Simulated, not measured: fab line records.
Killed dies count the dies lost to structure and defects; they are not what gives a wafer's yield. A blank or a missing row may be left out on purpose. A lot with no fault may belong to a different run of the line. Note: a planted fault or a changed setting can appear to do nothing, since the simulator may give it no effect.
The tool behind it: which one? | flow gf180mcu | 21 wafers from 7 lots sampled at 3 of the route's 602 steps

== WHAT THE GAUGES SHOWED, per wafer ==
GF_POLY_GATE_CD_MEAS_18.
lot  | measured     | on        | cd nm (nm)
L808 | day 9 09:11  | cd sem-02 | 281.9 279.2 278.1
L810 | day 10 09:35 | cd sem-01 | 278.1 275.7 279.7
L812 | day 10 21:20 | cd sem-01 | - - -
L814 | day 11 13:59 | cd sem-02 | 280.7 280.1 280.1
L823 | day 14 03:10 | cd sem-02 | 278.3 278.8 277.7
L825 | day 14 18:29 | cd sem-01 | 281.5 275.4 278.9
L828 | day 15 15:12 | cd sem-02 | 280.8 282.9 281.4

== TOOL THAT RAN EACH LOT (tool first, then ch and the chambers of the sampled wafers, then the start) ==
lot  | GF_POLY_GATE_EXPOSE_07            | GF_POLY_GATE_STRIP_14
L808 | krf scanner-01 ch 0, day 8 23:19  | plasma asher-03 ch 0,1, day 9 07:41
L810 | krf scanner-02 ch 0, day 9 22:59  | plasma asher-01 ch 0,1, day 10 08:08
L812 | krf scanner-02, day 10 10:45      | plasma asher-02 ch 0,1, day 10 19:26
L814 | krf scanner-01 ch 0, day 11 03:14 | plasma asher-02 ch 0,1, day 11 12:32
L823 | krf scanner-01 ch 0, day 13 13:50 | plasma asher-02 ch 0,1, day 14 00:26
L825 | krf scanner-01 ch 0, day 14 04:05 | plasma asher-02 ch 0,1, day 14 14:17
L828 | krf scanner-01 ch 0, day 15 02:22 | plasma asher-02 ch 0,1, day 15 12:57
- GF_POLY_GATE_EXPOSE_07: exposes mask Poly2, target cd 280 nm.
- GF_POLY_GATE_STRIP_14: strips in O2/N2.

== THE ANSWER, worked out from the rows above alone ==
Rule: usual is defined by the lots themselves. Put in order of their means at a reading, lots are off if they are a third of the lots or fewer, leave a main group of 4 or more, and stand apart from it by a gap of 3 or more times the standard deviation of the main group's means; of several such gaps the widest counts. A main group is skipped when, at the precision printed for the reading in the tables above, its means are all equal. Also off: a lot with no number at a reading for which 4 or more lots have one. Where the step has rows for the other lots, those lots are counted as sound.
Off, at GF_POLY_GATE_CD_MEAS_18 on cd nm: L812. Without a number there: L812. Main group: mean 279.4 nm, sd 1.3.
A tool fits if, at a process step before that reading, it ran every lot that is off, and no sound lot after the first of them. Gauges at GF_POLY_GATE_CD_MEAS_18: tried the same way as those tools. One fits: krf scanner-02 at GF_POLY_GATE_EXPOSE_07. Its last sound lot is L810 (day 9 22:59), its first lot that is off L812 (day 10 10:45): a fault that began between those two fits.

== WHAT THE SIMULATOR HAD PUT IN ==
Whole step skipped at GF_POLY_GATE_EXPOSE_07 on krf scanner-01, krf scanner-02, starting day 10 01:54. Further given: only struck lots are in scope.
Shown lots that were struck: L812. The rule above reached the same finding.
